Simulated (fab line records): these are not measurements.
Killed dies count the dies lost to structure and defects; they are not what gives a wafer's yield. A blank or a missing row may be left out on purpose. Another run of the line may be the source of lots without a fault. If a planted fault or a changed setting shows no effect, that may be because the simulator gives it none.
2 desks looking at one fault | flow gf180mcu | each desk has only its own numbers; what lay behind them comes last

FROM THE METROLOGY DESK
Lot by lot, what the gauges showed, no matter which tool ran the lot: averages of those sampled wafers that carry a number. If a lot's mean is further than 4 standard deviations from the usual mean, the lot is out of limits and carries the mark OUT (the distance appears in the brackets).
Columns: A = M3_ALCU_THK at GF_M3_THK_MEAS_06, usual 439 nm; B = cd-nm at GF_V3_CD_MEAS_14, usual 260.2 nm
lot  | first seen here | A   | B
L674 | day 20 22:52    | 447 | 259.8
L676 | day 21 12:45    | 438 | 259.4
L677 | day 21 19:01    | 438 | 260.1
L679 | day 22 09:59    | 438 | 260.3
L680 | day 22 23:47    | 435 | 260.8
L681 | day 23 10:00    | 440 | 260.0
L683 | day 23 21:29    | 441 | 259.8
L684 | day 24 06:41    | 443 | 260.4
L686 | day 24 22:08    | 433 | 259.9
L687 | day 25 06:35    | 442 | 262.9
L692 | day 27 00:53    | 441 | 261.0
L694 | day 27 12:22    | 437 | 260.7
L695 | day 27 14:58    | 436 | 258.7
L696 | day 27 23:50    | 438 | 261.0
This desk's finding: nothing out of limits on any of the 14 lots.

AT THE TOOL OWNER'S DESK: pvd-sputter-04
At GF_M4_SPUTTER_04 (material TiN, target thk 50 nm, time 41.7 s) the tool's own readings: per lot run on this tool, the mean of the sampled wafers that have a number. If a lot's mean is further than 4 standard deviations from the usual mean, the lot is out of limits and carries the mark OUT (the distance appears in the brackets).
Columns: A = chamber-pressure-pa at GF_M4_SPUTTER_04, usual 0.3999 Pa; B = throttle-valve-pct at GF_M4_SPUTTER_04, usual 30.2 %
lot  | first seen here | A                | B
L674 | day 23 00:46    | 0.3993           | 29.8
L677 | day 23 20:48    | 0.4007           | 31.0
L679 | day 24 10:30    | 0.4003           | 29.9
L683 | day 25 20:10    | 0.3999           | 30.9
L694 | day 29 06:35    | 0.3711 (-30) OUT | 32.3
L695 | day 29 08:49    | 0.3423 (-61) OUT | 33.3
This desk's finding: out of limits on L694, L695; first on L694, day 29 06:35 (chamber-pressure-pa at GF_M4_SPUTTER_04). L674, L677, L679, L683: within limits.

BROUGHT TOGETHER
At day 29 06:35, on L694, L695, the tool owner's desk was in a position to raise an alarm.
Nothing out of limits was seen by the metrology desk.
The metrology desk holds a record of L694, L695, inside its limits.
GF_M4_SPUTTER_04 was run on pvd-sputter-04 by each of the lots named.

WHAT THE SIMULATOR HAD PUT IN
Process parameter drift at GF_M4_SPUTTER_04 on pvd-sputter-04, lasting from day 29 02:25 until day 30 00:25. A move of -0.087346 in setting chamber-pressure-pa, from 0.4. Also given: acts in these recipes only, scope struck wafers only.
Shown lots that were struck: L694, L695.
Each desk's first reading out of limits, in hours after the fault started: the tool owner's desk, 4.
